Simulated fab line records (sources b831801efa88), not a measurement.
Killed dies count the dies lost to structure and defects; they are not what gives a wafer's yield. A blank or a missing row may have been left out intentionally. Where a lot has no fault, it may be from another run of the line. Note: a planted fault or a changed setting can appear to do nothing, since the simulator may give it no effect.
Which of the tools did it?    flow sfq line    Sampling: 7 lots, 21 wafers, 3 of 325 route steps

WHAT THE GAUGES READ, wafer by wafer
SFQ_I7_OVL_MEAS_947.
lot   measured      on          I7_OVL (nm)
L765  day 87 02:16  overlay-02  -2 -2 -3
L772  day 89 10:31  overlay-01  4 10 3
L776  day 90 02:07  overlay-02  6 2 6
L777  day 90 16:40  overlay-01  -3 2 -6
L782  day 91 04:42  overlay-02  2 -12 -1
L784  day 92 10:16  overlay-02  -9 -5 -14
L786  day 93 12:14  overlay-01  -12 -5 -10

EACH LOT AND THE TOOL THAT RAN IT (in order: tool; ch and the chambers of the sampled wafers; start)
lot   SFQ_TRILAYER_I4_DEP_PECVD_099    SFQ_TRILAYER_I4_CMP_CMP_100
L765  pecvd-01 ch 0,1,2, day 50 22:38  cmp-02 ch 0,2,3, day 50 23:13
L772  pecvd-01 ch 0,1,2, day 58 22:58  cmp-01 ch 1,2, day 59 00:38
L776  pecvd-02 ch 1,2, day 60 02:47    cmp-02 ch 0,1,2, day 60 05:52
L777  pecvd-02 ch 0,1,2, day 60 13:04  cmp-02 ch 0,1, day 61 04:13
L782  pecvd-03 ch 0,1,2, day 62 20:03  cmp-02 ch 1,2,3, day 63 09:00
L784  pecvd-02 ch 0,1,2, day 63 10:10  cmp-01 ch 1,2, day 63 20:02
L786  pecvd-02 ch 0,1,2, day 63 22:10  cmp-02 ch 2,3, day 64 08:00
- SFQ_TRILAYER_I4_DEP_PECVD_099: deposits SiO2 from SiH4/N2O, time 111.11 s, target thk 500 nm.
- SFQ_TRILAYER_I4_CMP_CMP_100: polishes SiO2.

THE ANSWER, worked out from the rows above alone
Rule: usual is defined by the lots themselves. Put in order of their means at a reading, lots are off if they are a third of the lots or fewer, leave a main group of 4 or more, and stand apart from it by a gap of 3 or more times the standard deviation of the main group's means; of several such gaps the widest counts. If all means in a main group match to the digits the tables above print for the reading, that group is not used. A lot without any number at a reading at which 4 lots or more have one is off too. Where the step has rows for the other lots, those lots are counted as sound.
No lot is off on any of the readings shown, so nothing can be concluded from this.

WHAT THE SIMULATOR HAD INSERTED
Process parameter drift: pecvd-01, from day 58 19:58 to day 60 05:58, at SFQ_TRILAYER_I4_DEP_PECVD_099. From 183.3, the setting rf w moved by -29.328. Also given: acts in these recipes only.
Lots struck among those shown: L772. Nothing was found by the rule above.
